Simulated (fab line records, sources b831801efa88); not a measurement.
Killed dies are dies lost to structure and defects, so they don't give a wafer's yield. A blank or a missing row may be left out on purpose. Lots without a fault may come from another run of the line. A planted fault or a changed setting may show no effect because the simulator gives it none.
A struck lot beside a sound one | flow sky130 | 19 steps out of a route of 708
Sound: wafers L827.1, L827.3, L827.6. Struck: wafers L837.3, L837.5, L837.6. The cause comes at the end.
At each step with rows: each side's tool, then ch and its chambers, then its first start. Under that, the readings that differ: sound wafers | struck wafers | difference of the means | sigmas: that difference in standard deviations of wafers without a fault.
alike: readings whose means differ by less than 2 such deviations, and words and numbers that are the same on both sides. not compared: withheld readings, readings that some wafer has no value for, bounds like >300 that may hide the same value, and numbers for which the record gives no deviation and whose values overlap.
The two part at a step that has a row with sigmas, a row that says differs or no value, or rows on one side only. Numbers that don't overlap but have no deviation are shown without sigmas and don't part them. A reading that every wafer of one side lacks parts them only if that side has two wafers or more.

first, 4 steps without rows for these wafers: SKY_METAL1_STRIP_21 (strips in post etch residue remover, time 1200 s); SKY_METAL1_CLEAN_22 (cleans in IPA, time 180 s); SKY_METAL1_CLEAN_23 (cleans in O3/DIW); SKY_VIA1_HDPCVD_00 (deposits SiO2, target thk 1030 nm, time 171.7 s).
SKY_VIA1_THK_MEAS_01:
  sound on film_metro-04, day 34 04:56; struck on film_metro-04, day 36 20:00
  alike: VIA1_HDPCVD_THK
SKY_VIA1_CMP_02: polishes SiO2.
  sound on cmp-01 ch 0,1,3, day 34 04:59; struck on cmp-01 ch 0,2,3, day 36 20:14
  alike: motor_current_A, platen_rpm
SKY_VIA1_BOW_MEAS_03:
  sound on film_metro-01, day 34 05:17; struck on film_metro-04, day 36 20:29
  alike: VIA1_BOW
then, 5 steps without rows for these wafers: SKY_VIA1_DEHYDRATE_04 (time 60 s); SKY_VIA1_HMDS_05 (prime time 60 s); SKY_VIA1_COAT_06 (resist thk 60 nm); SKY_VIA1_COAT_07 (resist thk 450 nm); SKY_VIA1_SOFTBAKE_08 (time 90 s).
SKY_VIA1_EXPOSE_09: exposes mask VIM, target cd 150 nm.
  sound on krf_scanner-02 ch 0, day 34 17:50; struck on krf_scanner-02 ch 0, day 37 10:23
  reading                      | sound                | struck            | difference | sigmas
  model.VIA1.overlay_x_nm (nm) | -5.831 -5.831 -5.831 | 30.27 30.27 30.27 | +36.10     |
  alike: mask, reticle_temp_C, stage_vel_mm_s
then, 2 steps without rows for these wafers: SKY_VIA1_PEB_10; SKY_VIA1_DEVELOP_11 (develop time 60 s).
SKY_VIA1_CD_MEAS_12: target cd 150 nm.
  sound on cd_sem-02, day 35 07:45; struck on cd_sem-02, day 37 23:35
  alike: cd_nm
SKY_VIA1_OVL_MEAS_13:
  sound on overlay-01, day 35 07:52; struck on overlay-01, day 37 23:41
  reading       | sound    | struck   | difference | sigmas
  VIA1_OVL (nm) | 5 -4 -10 | 32 33 30 | +35        | +7
SKY_VIA1_ETCH_14: etches BARC in N2/H2, stops on SiO2, time 45.9 s, target depth 60 nm.
  sound on rie_diel-03 ch 2,3, day 35 07:55; struck on rie_diel-02 ch 1,2,3, day 37 23:42
  alike: drypump_motor_current_A, oes_product_au, throttle_valve_pct
  not compared: rf_hours_counter_h
then, 1 step without rows for these wafers: SKY_PAD_OPEN_PROBE_99.

WHERE THEY PART
Only at SKY_VIA1_OVL_MEAS_13, within this record. Later steps at which nothing parts them and some readings are alike: SKY_VIA1_ETCH_14.

WHY: what the simulator had put in
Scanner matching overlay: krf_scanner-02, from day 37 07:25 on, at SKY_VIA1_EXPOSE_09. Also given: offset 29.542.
